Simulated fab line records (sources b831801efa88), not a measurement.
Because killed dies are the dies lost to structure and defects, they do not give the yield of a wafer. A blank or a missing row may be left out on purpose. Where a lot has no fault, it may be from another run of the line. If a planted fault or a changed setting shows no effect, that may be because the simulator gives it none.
One fault seen from 2 desks    flow gf180mcu    what lay behind the numbers comes last; until then each desk has only its own

== THE METROLOGY DESK ==
What the gauges read, lot by lot, whatever tool the lot ran on: means of the sampled wafers that have a number. A lot is out of limits, marked OUT, if its mean lies more than 4 standard deviations from the usual mean; the brackets give that distance.
Columns: A = HV_LDD_02_OVL at GF_HV_LDD_OVL_MEAS_32, usual 1.2 nm; B = V3_CVD_00_THK at GF_V3_THK_MEAS_01, usual 599 nm
lot   first seen here  A    B
L719  day 11 15:52     0.0  596
L720  day 11 19:23     1.3  599
L721  day 12 08:30     1.5  601
L724  day 13 01:56     0.7  597
L727  day 14 07:55     1.4  603
L729  day 14 19:53     4.1  606
L731  day 15 10:23     1.4  594
L732  day 15 17:09     0.2  593
L735  day 16 15:51     1.3  585
L739  day 17 22:53     0.0  596
L742  day 19 03:00     0.2  609
This desk's verdict: no lot among the 11 shows anything out of limits.

== TOOL OWNER'S DESK, furnace-02 ==
The tool's own readings at GF_DUAL_GATE_OXIDATION_15 (stabilise 600 s, purge 300 s, target thk 7.098 nm): means of the sampled wafers that have a number, for each lot that ran on this tool. A lot is out of limits, marked OUT, if its mean lies more than 4 standard deviations from the usual mean; the brackets give that distance.
Columns: A = spikeTcCentreC at GF_DUAL_GATE_OXIDATION_15, usual 851.3 C; B = spikeTcLowerC at GF_DUAL_GATE_OXIDATION_15, usual 850.8 C; C = spikeTcTopC at GF_DUAL_GATE_OXIDATION_15, usual 863.5 C; D = spikeTcUpperC at GF_DUAL_GATE_OXIDATION_15, usual 850.0 C; E = tubeCenterTempC at GF_DUAL_GATE_OXIDATION_15, usual 850 C; F = tube_center_temp_C_max at GF_DUAL_GATE_OXIDATION_15, usual 852.2
lot   first seen here  A                 B                 C                 D      E              F
L719  day 8 12:22      851.4             851.1             863.6             849.1  850            852.4
L720  day 8 15:19      851.7             850.8             863.7             850.5  850            852.2
L721  day 8 23:26      851.8             850.6             863.3             850.8  850            852.1
L727  day 10 16:58     851.3             850.9             863.1             849.9  850            852.1
L729  day 11 08:13     856.3 (+4.5) OUT  856.1 (+4.4) OUT  867.3             852.8  854 (+56) OUT  855.8 (+10) OUT
L731  day 11 17:44     855.3             855.2             867.6 (+4.2) OUT  854.1  854 (+56) OUT  856.0 (+11) OUT
L742  day 15 02:43     851.9             852.6             863.5             850.5  850            852.2
This desk's finding: out of limits on L729, L731; first on L729, day 11 08:13 (spikeTcCentreC at GF_DUAL_GATE_OXIDATION_15). In limits: L719, L720, L721, L727, L742.

== BROUGHT TOGETHER ==
The tool owner's desk could have raised an alarm at day 11 08:13, on L729, L731.
From the metrology desk's view, nothing was out of limits.
The metrology desk holds a record of L729, L731, inside its limits.
All the named lots went through GF_DUAL_GATE_OXIDATION_15 on furnace-02.

== WHAT THE SIMULATOR PUT IN ==
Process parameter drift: furnace-02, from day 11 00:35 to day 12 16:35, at GF_DUAL_GATE_OXIDATION_15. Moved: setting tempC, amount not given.
Lots struck among those shown: L729, L731.
Each desk's first reading out of limits, in hours after the fault started: the tool owner's desk, 8.
